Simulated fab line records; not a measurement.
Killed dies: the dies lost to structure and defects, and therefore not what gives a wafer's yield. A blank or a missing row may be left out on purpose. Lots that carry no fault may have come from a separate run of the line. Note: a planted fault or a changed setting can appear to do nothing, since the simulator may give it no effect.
Which tool is to blame? || flow gf180mcu || Sampling: 14 lots, 42 wafers, 2 of 602 route steps

## WHAT THE GAUGES READ, wafer by wafer
GF_V1_THK_MEAS_01.
{"lot": "L134", "measured": "day 17 00:14", "on": "filmMetro-01", "V1_CVD_00_THK (nm)": "605 609 604"}
{"lot": "L135", "measured": "day 17 11:44", "on": "filmMetro-01", "V1_CVD_00_THK (nm)": "607 599 614"}
{"lot": "L136", "measured": "day 18 00:58", "on": "filmMetro-04", "V1_CVD_00_THK (nm)": "601 596 608"}
{"lot": "L137", "measured": "day 18 04:58", "on": "filmMetro-02", "V1_CVD_00_THK (nm)": "609 607 597"}
{"lot": "L138", "measured": "day 18 17:27", "on": "filmMetro-02", "V1_CVD_00_THK (nm)": "599 597 589"}
{"lot": "L139", "measured": "day 19 00:33", "on": "filmMetro-01", "V1_CVD_00_THK (nm)": "598 598 598"}
{"lot": "L141", "measured": "day 20 10:18", "on": "filmMetro-02", "V1_CVD_00_THK (nm)": "607 597 608"}
{"lot": "L142", "measured": "day 20 12:31", "on": "filmMetro-04", "V1_CVD_00_THK (nm)": "600 597 594"}
{"lot": "L143", "measured": "day 20 19:03", "on": "filmMetro-02", "V1_CVD_00_THK (nm)": "606 594 609"}
{"lot": "L144", "measured": "day 21 08:44", "on": "filmMetro-04", "V1_CVD_00_THK (nm)": "594 589 602"}
{"lot": "L149", "measured": "day 23 03:34", "on": "filmMetro-04", "V1_CVD_00_THK (nm)": "602 600 610"}
{"lot": "L153", "measured": "day 23 23:28", "on": "filmMetro-04", "V1_CVD_00_THK (nm)": "600 602 602"}
{"lot": "L156", "measured": "day 24 22:25", "on": "filmMetro-04", "V1_CVD_00_THK (nm)": "597 605 601"}
{"lot": "L157", "measured": "day 25 07:39", "on": "filmMetro-04", "V1_CVD_00_THK (nm)": "603 595 601"}

## WHAT TOOL EACH LOT RAN ON (gives the tool, then ch and the chambers of the sampled wafers, and finally the start)
{"lot": "L134", "GF_DNWELL_STRIP_08": "plasmaAsher-04 ch 0,1, day 2 18:40"}
{"lot": "L135", "GF_DNWELL_STRIP_08": "plasmaAsher-02 ch 0,1, day 3 01:19"}
{"lot": "L136", "GF_DNWELL_STRIP_08": "plasmaAsher-03 ch 0,1, day 3 05:34"}
{"lot": "L137", "GF_DNWELL_STRIP_08": "plasmaAsher-02 ch 0,1, day 3 10:25"}
{"lot": "L138", "GF_DNWELL_STRIP_08": "plasmaAsher-04 ch 1, day 3 16:31"}
{"lot": "L139", "GF_DNWELL_STRIP_08": "plasmaAsher-02 ch 0,1, day 3 19:58"}
{"lot": "L141", "GF_DNWELL_STRIP_08": "plasmaAsher-03 ch 0,1, day 4 10:13"}
{"lot": "L142", "GF_DNWELL_STRIP_08": "plasmaAsher-03 ch 0, day 4 11:49"}
{"lot": "L143", "GF_DNWELL_STRIP_08": "plasmaAsher-03 ch 0,1, day 4 16:31"}
{"lot": "L144", "GF_DNWELL_STRIP_08": "plasmaAsher-03 ch 0,1, day 5 01:01"}
{"lot": "L149", "GF_DNWELL_STRIP_08": "plasmaAsher-03 ch 0,1, day 6 02:22"}
{"lot": "L153", "GF_DNWELL_STRIP_08": "plasmaAsher-04 ch 0,1, day 6 23:37"}
{"lot": "L156", "GF_DNWELL_STRIP_08": "plasmaAsher-04 ch 0,1, day 7 15:43"}
{"lot": "L157", "GF_DNWELL_STRIP_08": "plasmaAsher-02 ch 0,1, day 7 21:52"}
- GF_DNWELL_STRIP_08: strips in O2/N2.

## WHAT THE TOOLS THEMSELVES READ (means of the sampled wafers that have a number; where no wafer has one, the mark that the record gives instead)
GF_DNWELL_STRIP_08.
{"lot": "L134", "tool": "plasmaAsher-04", "chamberPressureMTorr (mTorr)": 1501.0, "drypumpMotorCurrentA (A)": 5.9, "heaterPowerW (W)": 343, "oesProductAu (a.u.)": 0.722, "stripTimeToEndpointS (s)": 37.00}
{"lot": "L135", "tool": "plasmaAsher-02", "chamberPressureMTorr (mTorr)": 1499.7, "drypumpMotorCurrentA (A)": 6.4, "heaterPowerW (W)": 323, "oesProductAu (a.u.)": 0.725, "stripTimeToEndpointS (s)": 36.87}
{"lot": "L136", "tool": "plasmaAsher-03", "chamberPressureMTorr (mTorr)": 1501.2, "drypumpMotorCurrentA (A)": 5.4, "heaterPowerW (W)": 332, "oesProductAu (a.u.)": 0.716, "stripTimeToEndpointS (s)": 37.20}
{"lot": "L137", "tool": "plasmaAsher-02", "chamberPressureMTorr (mTorr)": 1499.3, "drypumpMotorCurrentA (A)": 6.1, "heaterPowerW (W)": 339, "oesProductAu (a.u.)": 0.721, "stripTimeToEndpointS (s)": 36.64}
{"lot": "L138", "tool": "plasmaAsher-04", "chamberPressureMTorr (mTorr)": 1499.7, "drypumpMotorCurrentA (A)": 6.2, "heaterPowerW (W)": 388, "oesProductAu (a.u.)": 0.718, "stripTimeToEndpointS (s)": 36.72}
{"lot": "L139", "tool": "plasmaAsher-02", "chamberPressureMTorr (mTorr)": 1501.9, "drypumpMotorCurrentA (A)": 6.4, "heaterPowerW (W)": 326, "oesProductAu (a.u.)": 0.720, "stripTimeToEndpointS (s)": 37.00}
{"lot": "L141", "tool": "plasmaAsher-03", "chamberPressureMTorr (mTorr)": 1500.9, "drypumpMotorCurrentA (A)": 5.6, "heaterPowerW (W)": 358, "oesProductAu (a.u.)": 0.725, "stripTimeToEndpointS (s)": 36.92}
{"lot": "L142", "tool": "plasmaAsher-03", "chamberPressureMTorr (mTorr)": 1499.5, "drypumpMotorCurrentA (A)": 5.3, "heaterPowerW (W)": 316, "oesProductAu (a.u.)": 0.717, "stripTimeToEndpointS (s)": 36.95}
{"lot": "L143", "tool": "plasmaAsher-03", "chamberPressureMTorr (mTorr)": 1500.6, "drypumpMotorCurrentA (A)": 5.4, "heaterPowerW (W)": 342, "oesProductAu (a.u.)": 0.721, "stripTimeToEndpointS (s)": 36.74}
{"lot": "L144", "tool": "plasmaAsher-03", "chamberPressureMTorr (mTorr)": 1500.4, "drypumpMotorCurrentA (A)": 5.4, "heaterPowerW (W)": 338, "oesProductAu (a.u.)": 0.720, "stripTimeToEndpointS (s)": 36.95}
{"lot": "L149", "tool": "plasmaAsher-03", "chamberPressureMTorr (mTorr)": 1500.6, "drypumpMotorCurrentA (A)": 5.4, "heaterPowerW (W)": 335, "oesProductAu (a.u.)": 0.723, "stripTimeToEndpointS (s)": 36.88}
{"lot": "L153", "tool": "plasmaAsher-04", "chamberPressureMTorr (mTorr)": 1499.5, "drypumpMotorCurrentA (A)": 6.1, "heaterPowerW (W)": 365, "oesProductAu (a.u.)": 0.723, "stripTimeToEndpointS (s)": 36.98}
{"lot": "L156", "tool": "plasmaAsher-04", "chamberPressureMTorr (mTorr)": 1499.6, "drypumpMotorCurrentA (A)": 5.9, "heaterPowerW (W)": 346, "oesProductAu (a.u.)": 0.723, "stripTimeToEndpointS (s)": 36.77}
{"lot": "L157", "tool": "plasmaAsher-02", "chamberPressureMTorr (mTorr)": 1500.1, "drypumpMotorCurrentA (A)": 6.1, "heaterPowerW (W)": 335, "oesProductAu (a.u.)": 0.725, "stripTimeToEndpointS (s)": 36.89}

## THE ANSWER, worked out from the rows above alone
Rule: usual is defined by the lots themselves. The widest of any qualifying gaps counts: lots, ordered by their means at a reading, are off when they make up no more than a third of the lots, leave a main group of 4 or more, and stand apart from it by 3 or more times the standard deviation of that group's means. A main group is skipped when, at the precision printed for the reading in the tables above, its means are all equal. Also off: a lot with no number at a reading for which 4 or more lots have one. The other lots that the step has rows for count as sound. After the gauges, taken in route order, come the tools' own readings; for these a lot's mean is taken, as printed above. At the first step where some lot is off, the reading lying furthest off is the one used; lots without a number count as furthest.
None of the lots is off at any reading shown; this tells nothing.

## WHAT THE SIMULATOR PUT IN
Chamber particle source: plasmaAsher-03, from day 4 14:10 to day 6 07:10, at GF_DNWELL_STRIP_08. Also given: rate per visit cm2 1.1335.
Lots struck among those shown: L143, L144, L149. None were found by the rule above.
